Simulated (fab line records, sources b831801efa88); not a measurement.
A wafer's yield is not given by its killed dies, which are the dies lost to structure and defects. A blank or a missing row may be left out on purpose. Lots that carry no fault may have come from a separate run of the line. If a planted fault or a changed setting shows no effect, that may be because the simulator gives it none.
Which tool was responsible?	flow sky130	36 wafers from 12 lots sampled at 4 of the route's 708 steps

WHAT EACH GAUGE READ, for each wafer
No reading from a measuring or inspecting step in the record can be judged against a usual standard deviation.

WHAT TOOL EACH LOT RAN ON (gives the tool, then ch and the chambers of the sampled wafers, and finally the start)
lot	SKY_LOCAL_INTERCONNECT_METAL_ETCH_14	SKY_CONTACT_CVD_00	SKY_CONTACT_ETCH_16	SKY_CONTACT_ETCH_17
L619	rie metal-02 ch 0,1, day 30 16:33	pecvd-01 ch 0,1,2, day 30 17:15	rie diel-02 ch 0,2,3, day 31 21:47	rie diel-02 ch 0,2,3, day 31 21:50
L620	rie metal-03 ch 0,1, day 30 17:15	pecvd-04 ch 0,1, day 30 18:20	rie diel-02 ch 1,2, day 31 23:43	rie diel-02 ch 1,2, day 31 23:46
L622	rie metal-02 ch 1, day 31 12:01	pecvd-03 ch 1,2, day 31 12:41	rie diel-01 ch 1,2,3, day 32 17:41	rie diel-01 ch 1,2,3, day 32 17:44
L623	rie metal-03 ch 0,1, day 31 19:30	pecvd-01 ch 1,2, day 31 20:11	rie diel-02 ch 1,2,3, day 33 00:13	rie diel-02 ch 1,2,3, day 33 00:16
L624	rie metal-02 ch 0,1, day 31 21:58	pecvd-04 ch 0,2, day 31 22:38	rie diel-02 ch 0,1,3, day 33 01:47	rie diel-02 ch 0,1,3, day 33 01:50
L627	rie metal-03 ch 0,1, day 32 23:28	pecvd-01 ch 0,2, day 33 00:05	rie diel-01 ch 2,3, day 34 04:07	rie diel-01 ch 2,3, day 34 04:10
L628	rie metal-03 ch 0,1, day 33 15:55	pecvd-04 ch 0,1,2, day 33 16:37	rie diel-02 ch 0,2, day 34 20:05	rie diel-02 ch 0,2, day 34 20:08
L631	rie metal-03 ch 0,1, day 34 03:06	pecvd-01 ch 1,2, day 34 03:47	rie diel-02 ch 0,3, day 35 06:41	rie diel-02 ch 0,3, day 35 06:44
L637	rie metal-02 ch 0,1, day 36 05:49	pecvd-03 ch 1,2, day 36 06:31	rie diel-02 ch 0,1,2, day 37 09:29	rie diel-02 ch 0,1,2, day 37 09:32
L638	rie metal-04 ch 0, day 36 23:28	pecvd-04 ch 1,2, day 37 00:13	rie diel-02 ch 1,2,3, day 38 03:25	rie diel-02 ch 1,2,3, day 38 03:28
L640	rie metal-04 ch 0, day 37 04:49	pecvd-03 ch 1,2, day 37 05:32	rie diel-02 ch 0,1,2, day 38 07:10	rie diel-02 ch 0,1,2, day 38 07:13
L641	rie metal-03 ch 0,1, day 37 06:53	pecvd-04 ch 0,2, day 37 07:31	rie diel-01 ch 0,1,2, day 38 10:44	rie diel-01 ch 0,1,2, day 38 10:47
- SKY_LOCAL_INTERCONNECT_METAL_ETCH_14: etches TiN in Cl2/BCl3, stops on PSG, target depth 110 nm, time 31.4 s.
- SKY_CONTACT_CVD_00: deposits Si3N4, target thk 75 nm.
- SKY_CONTACT_ETCH_16: etches BARC in N2/H2, stops on SiO2, time 45.9 s, target depth 60 nm.
- SKY_CONTACT_ETCH_17: etches SiO2 in C4F8/O2/Ar, stops on Si3N4, target depth 340 nm.

AS READ BY THE TOOLS THEMSELVES (means over the sampled wafers that have a number; for cases with no such wafer, the mark the record gives instead)
SKY_LOCAL_INTERCONNECT_METAL_ETCH_14. Usual: bias w 48.49 W, standard deviation 0.15; drypump motor current A 5.63 A, standard deviation 0.2; oes product au 0.941 a.u., standard deviation 0.0073; throttle valve pct 21.900 %, standard deviation 0.0096.
lot	tool	bias w (W)	drypump motor current A (A)	oes product au (a.u.)	throttle valve pct (%)	flag
L619	rie metal-02	48.46	5.73	0.938	21.896	
L620	rie metal-03	48.59	5.69	0.938	21.902	
L622	rie metal-02	48.60	5.78	0.943	21.895	
L623	rie metal-03	48.42	5.69	0.935	21.901	
L624	rie metal-02	48.45	5.74	0.941	21.899	
L627	rie metal-03	48.42	5.74	0.938	21.890	
L628	rie metal-03	48.52	5.75	0.946	21.889	
L631	rie metal-03	48.41	5.73	0.931	21.900	
L637	rie metal-02	48.39	5.74	0.954	21.898	
L638	rie metal-04	48.42	5.30	0.944	21.895	
L640	rie metal-04	48.51	5.28	0.947	21.902	
L641	rie metal-03	48.38	5.73	0.943	21.894	

SKY_CONTACT_CVD_00. Usual: 722 W for heater power w, sd 62.
lot	tool	heater power w (W)	flag
L619	pecvd-01	736	
L620	pecvd-04	712	
L622	pecvd-03	672	
L623	pecvd-01	739	
L624	pecvd-04	732	
L627	pecvd-01	756	
L628	pecvd-04	725	
L631	pecvd-01	669	
L637	pecvd-03	635	
L638	pecvd-04	699	
L640	pecvd-03	715	
L641	pecvd-04	646	

SKY_CONTACT_ETCH_16. Usual: bias w 99.97 W, standard deviation 0.26; drypump motor current A 5.8 A, standard deviation 0.5; h2 flow sccm 200.0 sccm, standard deviation 0.62; oes product au 0.855 a.u., standard deviation 0.0045; throttle valve pct 13.225 %, standard deviation 0.0091.
lot	tool	bias w (W)	drypump motor current A (A)	h2 flow sccm (sccm)	oes product au (a.u.)	throttle valve pct (%)	flag
L619	rie diel-02	99.91	5.7	199.9	0.855	13.225	
L620	rie diel-02	100.32	6.3	199.9	0.853	13.231	
L622	rie diel-01	100.04	5.6	200.3	0.853	13.231	
L623	rie diel-02	99.59	5.8	200.2	0.853	13.221	
L624	rie diel-02	100.14	5.7	200.3	0.856	13.228	
L627	rie diel-01	99.89	5.7	200.1	0.854	13.222	
L628	rie diel-02	99.85	6.2	199.3	0.859	13.221	
L631	rie diel-02	99.91	5.6	199.3	0.855	13.224	
L637	rie diel-02	99.88	6.1	200.2	0.852	13.222	
L638	rie diel-02	100.02	5.8	200.0	0.851	13.228	
L640	rie diel-02	99.88	6.1	199.6	0.853	13.222	
L641	rie diel-01	100.12	5.6	199.7	0.855	13.221	

SKY_CONTACT_ETCH_17. Usual: bias w 1200 W, standard deviation 3.4; oes product au 0.891 a.u., standard deviation 0.0048.
lot	tool	bias w (W)	oes product au (a.u.)	flag
L619	rie diel-02	1200	0.887	
L620	rie diel-02	1200	0.893	
L622	rie diel-01	1195	0.893	
L623	rie diel-02	1200	0.886	
L624	rie diel-02	1199	0.884	
L627	rie diel-01	1202	0.894	
L628	rie diel-02	1341	0.891	OFF
L631	rie diel-02	1340	0.891	OFF
L637	rie diel-02	1198	0.889	
L638	rie diel-02	1196	0.887	
L640	rie diel-02	1200	0.893	
L641	rie diel-01	1199	0.894	

THE ANSWER, worked out from the rows above alone
Rule: lot off if the mean of its wafers having a number is beyond 3 standard deviations from the usual mean. A lot without any number at a reading at which 4 lots or more have one is off too. All remaining lots with rows at the step are treated as sound. After the gauges, taken in route order, come the tools' own readings; for these a lot's mean is taken, as printed above. At the first step where some lot is off, the reading lying furthest off is the one used; lots without a number count as furthest.
Off, at SKY_CONTACT_ETCH_17 on bias w: L628, L631.
A tool fits if, at that step or a process step before it, it ran every lot that is off, and no sound lot after the first of them. Of those tried, none fits.

WHAT HAD BEEN PUT IN BY THE SIMULATOR
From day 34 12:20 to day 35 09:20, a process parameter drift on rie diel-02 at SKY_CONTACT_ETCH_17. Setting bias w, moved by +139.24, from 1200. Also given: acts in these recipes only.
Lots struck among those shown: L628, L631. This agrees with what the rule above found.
